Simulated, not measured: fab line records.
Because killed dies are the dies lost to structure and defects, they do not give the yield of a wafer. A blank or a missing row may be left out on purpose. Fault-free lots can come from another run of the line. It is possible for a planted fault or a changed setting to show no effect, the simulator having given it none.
The tool behind it: which one? + flow gf180mcu + 6 lots with 17 wafers sampled at 3 steps, on a route of 602 steps

== WHAT THE GAUGES READ, wafer by wafer ==
GF_STI_THK_MEAS_30.
| lot  | measured    | on            | STI_OXIDATION_02_THK (nm) |
|------|-------------|---------------|---------------------------|
| L892 | day 2 11:05 | film metro-04 | 10.07 9.91 9.94           |
| L894 | day 3 01:42 | film metro-01 | 9.90 9.91 9.82            |
| L899 | day 3 22:53 | film metro-04 | 10.00 10.01               |
| L901 | day 4 10:55 | film metro-01 | 9.88 9.85 10.07           |
| L906 | day 5 11:57 | film metro-04 | 9.89 10.03 10.04          |
| L911 | day 6 14:36 | film metro-01 | 10.10 10.10 9.99          |

== WHAT TOOL EACH LOT RAN ON (gives the tool, then ch and the chambers of the sampled wafers, and finally the start) ==
| lot  | GF_STI_ETCH_14                  | GF_STI_STRIP_15                     |
|------|---------------------------------|-------------------------------------|
| L892 | rie si-02 ch 0,2, day 2 06:53   | plasma asher-04 ch 0,1, day 2 06:58 |
| L894 | rie si-01 ch 0,2, day 2 17:11   | plasma asher-01 ch 0,1, day 2 17:16 |
| L899 | rie si-01 ch 3, day 3 18:38     | plasma asher-01 ch 1, day 3 18:45   |
| L901 | rie si-01 ch 0,3, day 4 06:02   | plasma asher-01 ch 0,1, day 4 06:07 |
| L906 | rie si-02 ch 1,2,3, day 5 06:20 | plasma asher-04 ch 0,1, day 5 06:25 |
| L911 | rie si-02 ch 0,2,3, day 6 09:08 | plasma asher-03 ch 1, day 6 09:13   |
- GF_STI_ETCH_14: etches Si in HBr/Cl2/O2, target depth 360 nm, time 102.9 s.
- GF_STI_STRIP_15: strips in O2/N2.

== THE ANSWER, worked out from the rows above alone ==
Rule: the usual values come from the lots themselves. Put in order of their means at a reading, lots are off if they are a third of the lots or fewer, leave a main group of 4 or more, and stand apart from it by a gap of 3 or more times the standard deviation of the main group's means; of several such gaps the widest counts. Not used: any main group whose means are identical at the precision the tables above print for the reading. Also off: a lot with no number at a reading for which 4 or more lots have one. Where the step has rows for the other lots, those lots are counted as sound.
Nothing can be told from this: no lot is off at any reading shown.

== WHAT THE SIMULATOR PUT IN ==
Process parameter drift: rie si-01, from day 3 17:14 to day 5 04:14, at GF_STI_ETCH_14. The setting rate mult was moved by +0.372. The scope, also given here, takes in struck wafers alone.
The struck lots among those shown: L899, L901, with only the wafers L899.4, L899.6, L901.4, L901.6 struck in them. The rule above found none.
